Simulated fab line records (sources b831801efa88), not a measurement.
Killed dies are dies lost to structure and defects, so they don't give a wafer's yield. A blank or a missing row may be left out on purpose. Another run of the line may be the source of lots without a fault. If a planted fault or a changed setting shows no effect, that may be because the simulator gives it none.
The tool behind it: which one? / flow sky130 / Sampling: 13 lots, 39 wafers, 4 of 708 route steps

## WHAT THE GAUGES READ, wafer by wafer
SKY_VT_ADJUST_NCORE_TW_MEAS_11. Usual: for VT_ADJUST_NCORE_TW the level is 218.5 and the standard deviation is 1.2.
lot=L385; measured=day 9 00:43; on=filmMetro-01; VT_ADJUST_NCORE_TW=218.0 217.9 217.5; flag=
lot=L387; measured=day 9 04:20; on=filmMetro-01; VT_ADJUST_NCORE_TW=216.6 217.6 217.3; flag=
lot=L390; measured=day 9 22:09; on=filmMetro-04; VT_ADJUST_NCORE_TW=217.6 218.4 218.0; flag=
lot=L392; measured=day 10 20:20; on=filmMetro-04; VT_ADJUST_NCORE_TW=220.4 219.5 219.3; flag=
lot=L394; measured=day 11 16:46; on=filmMetro-01; VT_ADJUST_NCORE_TW=217.5 216.9 218.2; flag=
lot=L395; measured=day 11 17:11; on=filmMetro-01; VT_ADJUST_NCORE_TW=218.5 218.1 218.0; flag=
lot=L396; measured=day 12 05:09; on=filmMetro-01; VT_ADJUST_NCORE_TW=218.3 216.5 217.4; flag=
lot=L397; measured=day 12 07:27; on=filmMetro-03; VT_ADJUST_NCORE_TW=219.3 219.5 220.4; flag=
lot=L403; measured=day 13 23:58; on=filmMetro-04; VT_ADJUST_NCORE_TW=217.4 217.8 218.5; flag=
lot=L404; measured=day 14 06:25; on=filmMetro-01; VT_ADJUST_NCORE_TW=218.9 218.0 218.5; flag=
lot=L405; measured=day 14 12:25; on=filmMetro-04; VT_ADJUST_NCORE_TW=219.3 218.8 218.5; flag=
lot=L406; measured=day 14 14:52; on=filmMetro-04; VT_ADJUST_NCORE_TW=219.3 219.8 219.0; flag=
lot=L408; measured=day 15 07:13; on=filmMetro-01; VT_ADJUST_NCORE_TW=218.7 218.7 217.6; flag=

SKY_SONOS_TUNNEL_OVL_MEAS_08. Usual: for SONOS_TUNNEL_OVL the level is 0.9 nm and the standard deviation is 1.3.
lot=L385; measured=day 11 21:53; on=overlay-01; SONOS_TUNNEL_OVL (nm)=0.5 0.3 0.3; flag=
lot=L387; measured=day 12 01:37; on=overlay-01; SONOS_TUNNEL_OVL (nm)=-0.2 -0.7 2.1; flag=
lot=L390; measured=day 12 20:20; on=overlay-02; SONOS_TUNNEL_OVL (nm)=0.7 1.2 -0.3; flag=
lot=L392; measured=day 13 21:16; on=overlay-02; SONOS_TUNNEL_OVL (nm)=0.8 2.0 -0.6; flag=
lot=L394; measured=day 14 18:20; on=overlay-01; SONOS_TUNNEL_OVL (nm)=2.0 0.7 2.7; flag=
lot=L395; measured=day 14 18:38; on=overlay-02; SONOS_TUNNEL_OVL (nm)=0.9 2.7 3.3; flag=
lot=L396; measured=day 15 08:08; on=overlay-01; SONOS_TUNNEL_OVL (nm)=1.7 3.1 3.6; flag=
lot=L397; measured=day 15 12:31; on=overlay-02; SONOS_TUNNEL_OVL (nm)=0.2 0.9 0.1; flag=
lot=L403; measured=day 17 09:26; on=overlay-02; SONOS_TUNNEL_OVL (nm)=0.2 0.9 0.3; flag=
lot=L404; measured=day 17 17:03; on=overlay-01; SONOS_TUNNEL_OVL (nm)=-0.4 -0.7 -0.1; flag=
lot=L405; measured=day 17 23:28; on=overlay-01; SONOS_TUNNEL_OVL (nm)=0.7 0.2 0.7; flag=
lot=L406; measured=day 18 02:01; on=overlay-01; SONOS_TUNNEL_OVL (nm)=2.8 1.1 1.7; flag=
lot=L408; measured=day 18 21:37; on=overlay-02; SONOS_TUNNEL_OVL (nm)=-1.2 0.5 1.2; flag=

SKY_LDD_HVN_OVL_MEAS_07. Usual: for LDD_HVN_OVL the level is 0.9 nm and the standard deviation is 1.2.
lot=L385; measured=day 20 21:17; on=overlay-02; LDD_HVN_OVL (nm)=0.6 1.0 -0.1; flag=
lot=L387; measured=day 21 02:17; on=overlay-01; LDD_HVN_OVL (nm)=2.1 0.0 3.1; flag=
lot=L390; measured=day 21 23:53; on=overlay-01; LDD_HVN_OVL (nm)=0.6 1.8 0.8; flag=
lot=L392; measured=day 23 03:20; on=overlay-01; LDD_HVN_OVL (nm)=0.4 2.5 0.1; flag=
lot=L394; measured=day 24 08:02; on=overlay-01; LDD_HVN_OVL (nm)=1.8 1.6 2.8; flag=
lot=L395; measured=day 24 06:32; on=overlay-01; LDD_HVN_OVL (nm)=-1.0 -0.5 -0.2; flag=
lot=L396; measured=day 24 17:50; on=overlay-01; LDD_HVN_OVL (nm)=-0.3 0.3 0.8; flag=
lot=L397; measured=day 24 23:44; on=overlay-02; LDD_HVN_OVL (nm)=0.3 0.1 -0.1; flag=
lot=L403; measured=day 26 19:56; on=overlay-01; LDD_HVN_OVL (nm)=1.5 2.3 2.4; flag=
lot=L404; measured=day 27 08:14; on=overlay-02; LDD_HVN_OVL (nm)=-0.2 1.0 1.8; flag=
lot=L405; measured=day 27 09:48; on=overlay-02; LDD_HVN_OVL (nm)=2.8 2.3 3.1; flag=
lot=L406; measured=day 27 13:08; on=overlay-02; LDD_HVN_OVL (nm)=0.8 1.0 0.2; flag=
lot=L408; measured=day 28 11:01; on=overlay-01; LDD_HVN_OVL (nm)=0.9 0.2 1.7; flag=

## TOOL THAT RAN EACH LOT (tool first, then ch and the chambers of the sampled wafers, then the start)
lot=L385; SKY_POLY_GATE_ETCH_16=rieDiel-03 ch 0,2,3, day 16 22:45
lot=L387; SKY_POLY_GATE_ETCH_16=rieDiel-03 ch 1,2, day 17 02:24
lot=L390; SKY_POLY_GATE_ETCH_16=rieDiel-03 ch 2,3, day 17 23:38
lot=L392; SKY_POLY_GATE_ETCH_16=rieDiel-04 ch 0,3, day 19 03:47
lot=L394; SKY_POLY_GATE_ETCH_16=rieDiel-01 ch 1,2, day 20 09:36
lot=L395; SKY_POLY_GATE_ETCH_16=rieDiel-04 ch 2,3, day 20 08:15
lot=L396; SKY_POLY_GATE_ETCH_16=rieDiel-03 ch 0,1,2, day 20 19:08
lot=L397; SKY_POLY_GATE_ETCH_16=rieDiel-03 ch 0,1, day 21 01:41
lot=L403; SKY_POLY_GATE_ETCH_16=rieDiel-04 ch 0,1, day 22 22:26
lot=L404; SKY_POLY_GATE_ETCH_16=rieDiel-03 ch 0,2, day 23 10:12
lot=L405; SKY_POLY_GATE_ETCH_16=rieDiel-03 ch 1,2,3, day 23 13:08
lot=L406; SKY_POLY_GATE_ETCH_16=rieDiel-03 ch 0,2,3, day 23 17:26
lot=L408; SKY_POLY_GATE_ETCH_16=rieDiel-03 ch 1,2,3, day 24 16:02
- SKY_POLY_GATE_ETCH_16: etches Si3N4 in CH3F/O2, stops on poly-Si, time 147.5 s, target depth 75 nm.

## AS READ BY THE TOOLS THEMSELVES (means over the sampled wafers that have a number; for cases with no such wafer, the mark the record gives instead)
SKY_POLY_GATE_ETCH_16. Usual: ch3fFlowSccm 39.99 sccm, standard deviation 0.13; drypumpMotorCurrentA 5.6 A, standard deviation 0.49; oesProductAu 0.640 a.u., standard deviation 0.005; runLengthS 175.9 s, standard deviation 0.41; throttleValvePct 10.535 %, standard deviation 0.0085.
lot=L385; tool=rieDiel-03; ch3fFlowSccm (sccm)=40.03; drypumpMotorCurrentA (A)=5.3; oesProductAu (a.u.)=0.637; runLengthS (s)=175.5; throttleValvePct (%)=10.554; flag=
lot=L387; tool=rieDiel-03; ch3fFlowSccm (sccm)=40.09; drypumpMotorCurrentA (A)=5.4; oesProductAu (a.u.)=0.642; runLengthS (s)=175.8; throttleValvePct (%)=10.534; flag=
lot=L390; tool=rieDiel-03; ch3fFlowSccm (sccm)=39.82; drypumpMotorCurrentA (A)=5.1; oesProductAu (a.u.)=0.638; runLengthS (s)=175.5; throttleValvePct (%)=10.530; flag=
lot=L392; tool=rieDiel-04; ch3fFlowSccm (sccm)=40.11; drypumpMotorCurrentA (A)=6.0; oesProductAu (a.u.)=0.643; runLengthS (s)=175.8; throttleValvePct (%)=10.531; flag=
lot=L394; tool=rieDiel-01; ch3fFlowSccm (sccm)=39.92; drypumpMotorCurrentA (A)=5.3; oesProductAu (a.u.)=0.642; runLengthS (s)=176.2; throttleValvePct (%)=10.533; flag=
lot=L395; tool=rieDiel-04; ch3fFlowSccm (sccm)=39.88; drypumpMotorCurrentA (A)=5.9; oesProductAu (a.u.)=0.638; runLengthS (s)=175.5; throttleValvePct (%)=10.528; flag=
lot=L396; tool=rieDiel-03; ch3fFlowSccm (sccm)=40.01; drypumpMotorCurrentA (A)=5.5; oesProductAu (a.u.)=0.642; runLengthS (s)=175.9; throttleValvePct (%)=10.542; flag=
lot=L397; tool=rieDiel-03; ch3fFlowSccm (sccm)=40.05; drypumpMotorCurrentA (A)=5.8; oesProductAu (a.u.)=0.645; runLengthS (s)=176.2; throttleValvePct (%)=10.538; flag=
lot=L403; tool=rieDiel-04; ch3fFlowSccm (sccm)=39.84; drypumpMotorCurrentA (A)=5.5; oesProductAu (a.u.)=0.664; runLengthS (s)=168.8; throttleValvePct (%)=10.541; flag=OFF
lot=L404; tool=rieDiel-03; ch3fFlowSccm (sccm)=40.04; drypumpMotorCurrentA (A)=5.5; oesProductAu (a.u.)=0.634; runLengthS (s)=175.7; throttleValvePct (%)=10.538; flag=
lot=L405; tool=rieDiel-03; ch3fFlowSccm (sccm)=39.96; drypumpMotorCurrentA (A)=5.3; oesProductAu (a.u.)=0.636; runLengthS (s)=175.8; throttleValvePct (%)=10.533; flag=
lot=L406; tool=rieDiel-03; ch3fFlowSccm (sccm)=39.89; drypumpMotorCurrentA (A)=5.3; oesProductAu (a.u.)=0.641; runLengthS (s)=175.7; throttleValvePct (%)=10.536; flag=
lot=L408; tool=rieDiel-03; ch3fFlowSccm (sccm)=40.00; drypumpMotorCurrentA (A)=5.3; oesProductAu (a.u.)=0.637; runLengthS (s)=175.8; throttleValvePct (%)=10.527; flag=

## THE ANSWER, worked out from the rows above alone
Rule: take the mean of a lot's wafers that have a number; if it is more than 3 standard deviations from the usual mean, the lot is off. A lot without any number at a reading at which 4 lots or more have one is off too. Where the step has rows for the other lots, those lots are counted as sound. Order of review: gauges by route order, followed by the tools' own readings, for which a lot's mean as printed above is used. At the first step where some lot is off, the reading lying furthest off is the one used; lots without a number count as furthest.
Off: L403 (SKY_POLY_GATE_ETCH_16, runLengthS).
A tool fits if, at that step or a process step before it, it ran every lot that is off, and no sound lot after the first of them. One fits: rieDiel-04 at SKY_POLY_GATE_ETCH_16. Its last sound lot is L395 (day 20 08:15), its first lot that is off L403 (day 22 22:26): a fault that began between those two fits.
The tool's own readings at SKY_POLY_GATE_ETCH_16 bear it out: on the lots that are off they differ by more than 5 times the standard deviation of the sound lots' means. oesProductAu reads 0.664 a.u. there against 0.640 a.u. on the sound lots; runLengthS reads 168.8 s there against 175.8 s on the sound lots.

## WHAT WAS PUT IN BY THE SIMULATOR
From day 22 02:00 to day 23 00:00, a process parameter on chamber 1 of rieDiel-04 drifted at SKY_POLY_GATE_ETCH_16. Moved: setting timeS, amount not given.
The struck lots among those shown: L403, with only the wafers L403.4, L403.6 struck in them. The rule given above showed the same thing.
